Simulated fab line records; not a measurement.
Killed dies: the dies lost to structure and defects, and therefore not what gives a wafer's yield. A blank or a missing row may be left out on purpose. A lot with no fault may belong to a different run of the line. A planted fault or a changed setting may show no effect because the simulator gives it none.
Problem report, 8D (eight disciplines) form, completed by code | flow gf180mcu | the parts of the form that need people (team, actions taken, sign-off) are left out

## 1. WHAT WENT WRONG
Wafers without a fault read 131.3 s, standard deviation 0.48; runLengthS at GF_STI_ETCH_14 reads a mean of 136.6 s on 3 wafers belonging to 3 lots. Relative to the usual mean, that is a shift of +11 standard deviations.
The step: etches Si in HBr/Cl2/O2, target depth 360 nm, time 102.9 s.
First seen on wafer L694.2, day 4 05:23, on rieSi-02. At this step, 41 wafers from 14 lots have a number in the record. Rule for "out", or "out of limits": more than 4 standard deviations from the usual mean. All remaining wafers that have a number are taken as sound.

## 2. WHAT IT IS; WHAT IT IS NOT
question                    | is                     | is not
which readings at this step | runLengthS             | drypumpMotorCurrentA, oesProductAu, throttleValvePct
which lots                  | L694, L695, L696       | L684, L685, L686, L689, L690, L691, L692, L697, L702, L703, L705
which wafers of those lots  | L694.2, L695.2, L696.2 | L694.1, L694.4, L695.4, L695.6, L696.5
read on which tools         | rieSi-02               | rieSi-01
when                        | from day 4 05:23       | up to then (23 sound wafers); but 15 sound wafers of L695, L696, L697, L702, L703, L705 came after

## 3. SUSPECTS, AND WHAT RULES EACH OUT
Counting: if a tool at a process step up to the reading ran every lot that is out, it stays a suspect. Sound lots after the first of them don't rule it out here, since some wafers of a struck lot are sound.
- rieSi-02 at GF_STI_ETCH_14 (etches Si in HBr/Cl2/O2, target depth 360 nm, time 102.9 s): kept. Every lot that is out went through it, the first being L694 (day 4 05:23); the last sound lot it ran before that was L692 (day 3 17:40). On those wafers its own readings are out: runLengthS.
Left after counting: rieSi-02 at GF_STI_ETCH_14.

## 4. THE CAUSE (what the simulator had put in)
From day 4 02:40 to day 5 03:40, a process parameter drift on rieSi-02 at GF_STI_ETCH_14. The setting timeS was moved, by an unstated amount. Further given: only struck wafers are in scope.
The count eliminated every tool but this one.

## 5. THE CHAIN OF EFFECTS, in route order
Rows list readings where the struck wafers' mean (over those with a number) sits beyond 3 standard deviations from the usual. Only readings for which the record gives a usual standard deviation are gone through. hours: the time from each lot's start at the first step in this table that gives one to its start at this step, as a median over the lots. sigmas: the change in usual standard deviations.
hours | step           | reading    | usual   | on struck wafers | change | sigmas
0     | GF_STI_ETCH_14 | runLengthS | 131.3 s | 136.6            | +5.3   | +11
Here are the process steps it includes:
- GF_STI_ETCH_14: etches Si in HBr/Cl2/O2, target depth 360 nm, time 102.9 s.
Later steps that measure or inspect, where all struck wafers having a row at the step show a number for every such reading and not one has moved that far: GF_HV_LDD_CD_MEAS_07, GF_NSD_CD_MEAS_07.

## 6. HOW IT WOULD HAVE BEEN CAUGHT EARLIER
In this record the first reading out of limits was taken at day 4 05:23, 3 hours after the fault began at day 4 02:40.
